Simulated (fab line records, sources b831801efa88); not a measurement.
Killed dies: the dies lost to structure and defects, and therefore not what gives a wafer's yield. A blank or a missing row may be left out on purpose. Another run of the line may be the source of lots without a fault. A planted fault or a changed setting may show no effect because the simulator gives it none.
Matching of chambers ; flow sky130 ; 4 sister chambers for SKY_VIA1_CMP_02 on cmp-02
The step polishes SiO2. 4 wafers are shown with their chamber, then 9 later ones without.

WAFERS, EACH WITH ITS CHAMBER
wafer;chamber;motor_current_A (A)
L734.6;0;12.1
L737.2;1;12.3
L737.4;2;10.6
L737.5;3;12.7

WAFERS WITH NO CHAMBER GIVEN
wafer;motor_current_A (A)
L742.1;10.7
L742.4;12.7
L742.5;12.4
L744.1;11.0
L744.3;13.2
L744.4;13.1
L747.1;10.6
L747.2;13.4
L747.4;13.1

CHAMBER TAKEN BY EACH
wafer;from the rows above;in truth
L742.1;2;2
L742.4;can't be placed: 3 or 1 or 0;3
L742.5;can't be placed: 1 or 3 or 0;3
L744.1;can't be placed: 2 or 0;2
L744.3;can't be placed: 3 or 1 or 0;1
L744.4;can't be placed: 3 or 1 or 0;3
L747.1;2;2
L747.2;can't be placed: 3 or 1 or 0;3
L747.4;can't be placed: 3 or 1 or 0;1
Correct placement for 2 of the 9. Can't be placed from these rows: 7 (the true chamber is among the candidates in 7). Wrongly placed: 0.
How it was worked out, from the rows above alone: a wafer's distance from a chamber is the root of the sum, over the readings, of the square of ((its reading less the chamber's mean) divided by the reading's scatter). The wafer belongs to the nearest chamber; if the next one is less than 2 further off, it can't be placed. Each chamber's mean is taken over the wafers shown for it. The scatter: with one shown wafer a chamber, the root of the mean of the squares of how far each hidden wafer lies from its nearest shown one.
